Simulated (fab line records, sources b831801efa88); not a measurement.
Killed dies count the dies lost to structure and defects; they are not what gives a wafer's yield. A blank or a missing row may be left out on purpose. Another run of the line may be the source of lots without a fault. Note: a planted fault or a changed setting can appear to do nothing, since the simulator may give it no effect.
One fault seen from 2 desks -- flow sky130 -- numbers are kept per desk, each desk with only its own; the story behind them comes last

== METROLOGY DESK ==
What the gauges read, lot by lot, whatever tool the lot ran on: means of the sampled wafers that have a number. A lot is out of limits, marked OUT, if its mean lies more than 4 standard deviations from the usual mean; the brackets give that distance.
Columns: A = SPACER_CVD_00_THK at SKY_SPACER_THK_MEAS_01, usual 43.1 nm; B = cd nm at SKY_LOCAL_INTERCONNECT_CD_MEAS_11, usual 170.2 nm; C = cd nm at SKY_VIA1_CD_MEAS_12, usual 150.2 nm
lot,first seen here,A,B,C
L594,day 23 01:07,43.8,170.8,149.5
L599,day 25 09:37,35.4 (-17) OUT,169.4,149.8
L600,day 25 16:16,35.3 (-17) OUT,170.8,151.2
L601,day 26 01:13,35.0 (-18) OUT,172.9,150.5
L608,day 28 20:09,44.1,170.6,151.5
L609,day 29 00:04,43.1,168.6,151.2
L611,day 29 09:37,43.0,168.5,147.3
L614,day 30 04:31,42.8,172.7,151.7
L613,day 30 06:46,43.1,171.5,152.4
L615,day 30 10:23,42.8,166.7,150.9
L616,day 31 09:44,42.5,171.2,150.9
Per this desk, out of limits: L599, L600, L601; the first was L599, day 25 09:37 (SPACER_CVD_00_THK at SKY_SPACER_THK_MEAS_01). In limits: L594, L608, L609, L611, L614, L613, L615, L616.

== DESK OF THE TOOL OWNER: lpcvd-02 ==
The tool's own readings at SKY_SPACER_CVD_00 (deposits Si3N4 from DCS/NH3, target thk 43.1 nm, time 740 s): means of the sampled wafers that have a number, for each lot that ran on this tool. A lot is out of limits, marked OUT, if its mean lies more than 4 standard deviations from the usual mean; the brackets give that distance.
Columns: A = pressure mtorr at SKY_SPACER_CVD_00, usual 250.0 mTorr; B = spike tc top C at SKY_SPACER_CVD_00, usual 784.2 C; C = susceptor temp C at SKY_SPACER_CVD_00, usual 770.0 C
lot,first seen here,A,B,C
L594,day 22 23:55,250.1,786.5,770.2
L599,day 25 08:23,125.6 (-99 or more) OUT,786.1,769.9
L600,day 25 15:04,124.4 (-99 or more) OUT,782.2,769.7
L601,day 26 00:01,125.0 (-99 or more) OUT,783.1,770.2
L608,day 28 18:57,249.8,784.4,770.4
L609,day 28 22:50,250.2,783.2,770.1
L611,day 29 07:47,249.8,784.0,770.0
L614,day 30 03:19,250.1,782.3,769.7
L613,day 30 05:34,250.3,783.7,770.2
L615,day 30 09:11,250.2,785.1,770.0
L616,day 31 08:31,249.9,785.3,770.2
This desk's verdict: out of limits on L599, L600, L601, starting with L599 at day 25 08:23 (pressure mtorr at SKY_SPACER_CVD_00). In limits: L594, L608, L609, L611, L614, L613, L615, L616.

== BROUGHT TOGETHER ==
At day 25 08:23, on L599, L600, L601, the tool owner's desk was in a position to raise an alarm.
Metrology desk: alarm possible at day 25 09:37 on L599, L600, L601.
The lots listed all ran SKY_SPACER_CVD_00 on lpcvd-02.

== WHAT THE SIMULATOR HAD PUT IN ==
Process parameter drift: lpcvd-02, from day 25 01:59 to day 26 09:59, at SKY_SPACER_CVD_00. A move of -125 in setting pressure mtorr, from 250. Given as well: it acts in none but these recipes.
Lots struck among those shown: L599, L600, L601.
Time in hours from fault onset to the first out-of-limits reading at each desk: tool owner's desk 6, metrology desk 8.
